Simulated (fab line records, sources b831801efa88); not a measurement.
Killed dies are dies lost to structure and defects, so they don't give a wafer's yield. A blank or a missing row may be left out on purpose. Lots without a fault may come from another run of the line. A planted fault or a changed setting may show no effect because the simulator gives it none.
A struck lot beside a sound one | flow sky130 | 43 steps out of a route of 708
Sound: wafers L786.1, L786.3, L786.4. Struck: wafers L798.3, L798.6. (L798.2 of the same lot was not struck and is left out.) The cause comes at the end.
At each step with rows: each side's tool, then ch and its chambers, then its first start. Under that, the readings that differ: sound wafers | struck wafers | difference of the means | sigmas: that difference in standard deviations of wafers without a fault.
alike: readings whose means differ by less than 2 such deviations, and words and numbers that are the same on both sides. not compared: withheld readings, readings that some wafer has no value for, bounds like >300 that may hide the same value, and numbers for which the record gives no deviation and whose values overlap.
The two part at a step that has a row with sigmas, a row that says differs or no value, or rows on one side only. Numbers that don't overlap but have no deviation are shown without sigmas and don't part them. A reading that every wafer of one side lacks parts them only if that side has two wafers or more.

first, 7 steps without rows for these wafers: SKY_METAL1_HMDS_08 (prime time 60 s); SKY_METAL1_COAT_09 (resist thk 60 nm); SKY_METAL1_COAT_10 (resist thk 450 nm); SKY_METAL1_SOFTBAKE_11 (time 90 s); SKY_METAL1_EXPOSE_12 (exposes mask MM1, target cd 140 nm); SKY_METAL1_PEB_13; SKY_METAL1_DEVELOP_14 (develop time 60 s).
SKY_METAL1_CD_MEAS_15: target cd 140 nm.
  sound on cd_sem-01, day 33 08:40; struck on cd_sem-01, day 37 13:49
  alike: cd_nm
SKY_METAL1_OVL_MEAS_16:
  sound on overlay-02, day 33 08:47; struck on overlay-02, day 37 13:56
  alike: METAL1_OVL
then, 3 steps without rows for these wafers: SKY_METAL1_DESCUM_17 (chemistry O2, time 8 s); SKY_METAL1_ETCH_18 (etches BARC in N2/H2, stops on SiO2, time 45.9 s, target depth 60 nm); SKY_METAL1_METAL_ETCH_19 (etches the open film in Cl2/BCl3, stops on SiO2, target depth 360 nm, time 78 s).
SKY_METAL1_STRIP_20: strips in O2/N2.
  sound on plasma_asher-02 ch 0,1, day 33 09:00; struck on plasma_asher-01 ch 1, day 37 14:08
  alike: drypump_motor_current_A, oes_product_au, strip_time_to_endpoint_s
  not compared: rf_hours_counter_h
then, 4 steps without rows for these wafers: SKY_METAL1_STRIP_21 (strips in post etch residue remover, time 1200 s); SKY_METAL1_CLEAN_22 (cleans in IPA, time 180 s); SKY_METAL1_CLEAN_23 (cleans in O3/DIW); SKY_VIA1_HDPCVD_00 (deposits SiO2, target thk 1030 nm, time 171.7 s).
SKY_VIA1_THK_MEAS_01:
  sound on film_metro-02, day 33 09:43; struck on film_metro-03, day 37 14:52
  reading              | sound          | struck    | difference | sigmas
  VIA1_HDPCVD_THK (nm) | 1048 1056 1054 | 1018 1014 | -37        | -3
then, 1 step without rows for these wafers: SKY_VIA1_CMP_02 (polishes SiO2).
SKY_VIA1_BOW_MEAS_03:
  sound on film_metro-01, day 33 10:04; struck on film_metro-03, day 37 15:14
  alike: VIA1_BOW
then, 8 steps without rows for these wafers: SKY_VIA1_DEHYDRATE_04 (time 60 s); SKY_VIA1_HMDS_05 (prime time 60 s); SKY_VIA1_COAT_06 (resist thk 60 nm); SKY_VIA1_COAT_07 (resist thk 450 nm); SKY_VIA1_SOFTBAKE_08 (time 90 s); SKY_VIA1_EXPOSE_09 (exposes mask VIM, target cd 150 nm); SKY_VIA1_PEB_10; SKY_VIA1_DEVELOP_11 (develop time 60 s).
SKY_VIA1_CD_MEAS_12: target cd 150 nm.
  sound on cd_sem-01, day 34 12:49; struck on cd_sem-02, day 38 17:14
  alike: cd_nm
SKY_VIA1_OVL_MEAS_13:
  sound on overlay-02, day 34 12:56; struck on overlay-01, day 38 17:20
  alike: VIA1_OVL
SKY_VIA1_ETCH_14: etches BARC in N2/H2, stops on SiO2, time 45.9 s, target depth 60 nm.
  sound on rie_diel-03 ch 0,1,3, day 34 12:58; struck on rie_diel-02 ch 0, day 38 17:22
  alike: drypump_motor_current_A, oes_product_au, throttle_valve_pct
  not compared: rf_hours_counter_h
SKY_VIA1_ETCH_15: etches SiO2 in C4F8/O2/Ar, stops on TiN, target depth 351 nm, time 54 s.
  sound on rie_diel-03 ch 0,1,3, day 34 13:01; struck on rie_diel-02 ch 0, day 38 17:25
  alike: oes_product_au
  not compared: rf_hours_counter_h
SKY_VIA1_STRIP_16: strips in O2/N2.
  sound on plasma_asher-02 ch 0,1, day 34 13:04; struck on plasma_asher-04 ch 1, day 38 17:28
  alike: drypump_motor_current_A, oes_product_au, strip_time_to_endpoint_s
  not compared: rf_hours_counter_h
then, 4 steps without rows for these wafers: SKY_VIA1_STRIP_17 (strips in post etch residue remover, time 1200 s); SKY_VIA1_CLEAN_18 (cleans in IPA, time 180 s); SKY_VIA1_CLEAN_19 (cleans in O3/DIW); SKY_VIA1_SPUTTER_20 (material TiN, target thk 20 nm, time 80 s).
SKY_VIA1_CVD_21: deposits W, target thk 270 nm, time 80.902 s.
  sound on cvd_w-01 ch 0,1, day 34 13:43; struck on cvd_w-01 ch 1, day 38 18:10
  reading              | sound                | struck        | difference | sigmas
  susceptor_temp_C (C) | 400.36 400.17 400.31 | 399.97 399.53 | -0.53      | -2
  alike: heater_power_w
SKY_VIA1_RS_MEAS_22: measures by four-point-probe.
  sound on film_metro-02, day 34 13:52; struck on film_metro-02, day 38 18:17
  alike: VIA1_W_RS
SKY_VIA1_THK_MEAS_23: measures by xrf.
  sound on film_metro-02, day 34 13:59; struck on film_metro-02, day 38 18:24
  alike: VIA1_W_THK
then, 1 step without rows for these wafers: SKY_VIA1_CMP_24 (polishes, stops on SiO2, t overpolish 15 s, target thk 0 nm).
SKY_METAL2_SPUTTER_00: material Ti, target thk 15 nm, time 10 s.
  sound on pvd_sputter-04, day 34 14:21; struck on pvd_sputter-04, day 38 18:45
  alike: throttle_valve_pct
-- the record jumps here: 11 days lie between the struck wafers' starts before and after (it left off in module METAL2 and takes up again in module PAD_OPEN, whose first step shown is number 708 of the route) --
SKY_PAD_OPEN_PROBE_99:
  sound on prober-02, day 46 10:22; struck on prober-02, day 49 12:26
  reading                               | sound              | struck      | difference | sigmas
  defect_limited_yield (%)              | 80.9 82.1 85.6     | 76.6 78.3   | -5.4       | -3
  killed_at_M0_to_M3                    | 43 44 42           | 67 68       | +24        | +4
  killed_dies                           | 94 88 71           | 115 107     | +27        | +3
  sort_bin_3_pad_short (%)              | 1.0 1.0 0.2        | 2.2 2.8     | +1.8       | +4
  sort_bin_5_function (%)               | 12.6 9.1 8.9       | 15.7 13.0   | +4.2       | +3
  sort_n_pass                           | 398 404 421        | 377 385     | -27        | -3
  sort_yield_pct (%)                    | 80.9 82.1 85.6     | 76.6 78.3   | -5.4       | -3
  model.etest.tester.sort_n_pass        | 398 404 421        | 377 385     | -27        |
  model.etest.tester.sort_yield_pct (%) | 80.89 82.11 85.57  | 76.63 78.25 | -5.42      |
  model.etest.tester.sort_bin_5_pct (%) | 12.6 9.146 8.943   | 15.65 13.01 | +4.10      |
  model.etest.tester.sort_bin_3_pct (%) | 1.016 1.016 0.2033 | 2.236 2.846 | +1.796     |
  alike: killed_at_M4_up, killed_at_contacts, killed_at_front_end, killed_at_other, killed_open, killed_short, sort_bin_6_memory

WHERE THEY PART
First at SKY_VIA1_THK_MEAS_01; last, within this record, at SKY_PAD_OPEN_PROBE_99.

WHY: what the simulator had put in
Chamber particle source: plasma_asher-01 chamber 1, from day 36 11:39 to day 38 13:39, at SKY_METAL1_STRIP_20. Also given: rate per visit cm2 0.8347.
